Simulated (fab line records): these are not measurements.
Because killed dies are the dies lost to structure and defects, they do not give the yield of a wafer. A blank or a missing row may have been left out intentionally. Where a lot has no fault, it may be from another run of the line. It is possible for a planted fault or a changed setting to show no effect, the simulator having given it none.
A struck lot beside a sound one -- flow sky130 -- 19 steps out of a route of 708
Sound: the wafers L375.1, L375.2, L375.6. Wafers struck: L377.1, L377.5, L377.6. At the end, the cause is stated.
For every step that has rows: the tool of each side, followed by ch and its chambers, followed by its first start. Under that, the readings that differ: sound wafers -- struck wafers -- difference of the means -- sigmas: that difference in standard deviations of wafers without a fault.
alike: readings whose means differ by less than 2 such deviations, and words and numbers that are the same on both sides. not compared: withheld readings, readings that some wafer has no value for, bounds like >300 that may hide the same value, and numbers for which the record gives no deviation and whose values overlap.
The two part at a step that has a row with sigmas, a row that says differs or no value, or rows on one side only. Non-overlapping numbers with no deviation appear without sigmas and do not part them. A reading that every wafer of one side lacks parts them only if that side has two wafers or more.

first, 1 step without rows for these wafers: SKY_RES_XHIGH_IMPLANT_07.
SKY_RES_XHIGH_STRIP_08: strips in O2/N2.
  sound on plasmaAsher-04 ch 0,1, day 28 22:50; struck on plasmaAsher-04 ch 0,1, day 29 12:53
reading,sound,struck,difference,sigmas
stripTimeToEndpointS (s),14.28 14.33 14.29,14.23 14.23 14.17,-0.09,-2
  alike: drypumpMotorCurrentA, n2FlowSccm, oesProductAu
  not compared: rfHoursCounterH
SKY_RES_XHIGH_TW_MEAS_09:
  struck on filmMetro-01, day 29 12:59; sound on filmMetro-01, day 28 22:56
  alike: RES_XHIGH_TW
then, 7 steps without rows for these wafers: SKY_SD_N_DEHYDRATE_00 (time 60 s); SKY_SD_N_HMDS_01 (prime time 60 s); SKY_SD_N_COAT_02 (resist thk 1140 nm); SKY_SD_N_SOFTBAKE_03 (time 60 s); SKY_SD_N_EXPOSE_04 (exposes mask NSDM, target cd 380 nm); SKY_SD_N_PEB_05; SKY_SD_N_DEVELOP_06 (develop time 60 s).
SKY_SD_N_CD_MEAS_07: target cd 380 nm.
  struck on cdSem-01, day 30 16:12; sound on cdSem-01, day 30 01:43
  alike: cdNm
SKY_SD_N_OVL_MEAS_08:
  struck on overlay-02, day 30 16:19; sound on overlay-01, day 30 01:50
  alike: SD_N_OVL
SKY_SD_N_IMPLANT_09:
  sound on implanter-01 ch 0, day 30 01:53; struck on implanter-04, day 30 16:22
  no value came back on the struck wafers for beamEnergyKeV, beamOnS (s), implantIonAmu; on the sound wafers beamEnergyKeV reads 50.000 50.005 49.995
next, for these wafers, 1 step has no rows: SKY_SD_N_IMPLANT_10.
SKY_SD_N_STRIP_11: strips in O2/N2.
  sound on plasmaAsher-03 ch 0,1, day 30 02:11; struck on plasmaAsher-04 ch 0,1, day 30 16:40
reading,sound,struck,difference,sigmas
oesProductAu (a.u.),0.522 0.528 0.519,0.718 0.719 0.713,+0.194,+42
stripTimeToEndpointS (s),22.54 22.50 22.54,14.22 14.19 14.19,-8.33,-99 or more
  alike: drypumpMotorCurrentA, n2FlowSccm
  not compared: rfHoursCounterH
SKY_SD_N_TW_MEAS_12:
  struck on filmMetro-03, day 30 16:46; sound on filmMetro-02, day 30 02:17
reading,sound,struck,difference,sigmas
SD_N_TW,3958 3983 3947,1370 1377 1370,-2590,-99 or more
then, 1 step without rows for these wafers: SKY_SD_N_CLEAN_13 (cleans in SC1/SC2, time 150 s).
SKY_SD_N_RTA_14: time 2 s.
  sound on rtpAnneal-02 ch 0, day 30 02:23; struck on rtpAnneal-02 ch 0, day 30 16:52
  alike: lampPowerPct, wafer_temp_C_max
SKY_SD_N_RS_MEAS_16: a four-point-probe measurement.
  struck on filmMetro-01, day 30 17:03; sound on filmMetro-03, day 30 02:34
reading,sound,struck,difference,sigmas
SD_N_RS (ohm/sq),68.46 68.60 68.51,442.17 442.08 442.32,+373.67,+99 or more

WHERE THEY PART
First at SKY_RES_XHIGH_STRIP_08; last, within this record, at SKY_SD_N_RS_MEAS_16.

WHY: whatever the simulator had introduced
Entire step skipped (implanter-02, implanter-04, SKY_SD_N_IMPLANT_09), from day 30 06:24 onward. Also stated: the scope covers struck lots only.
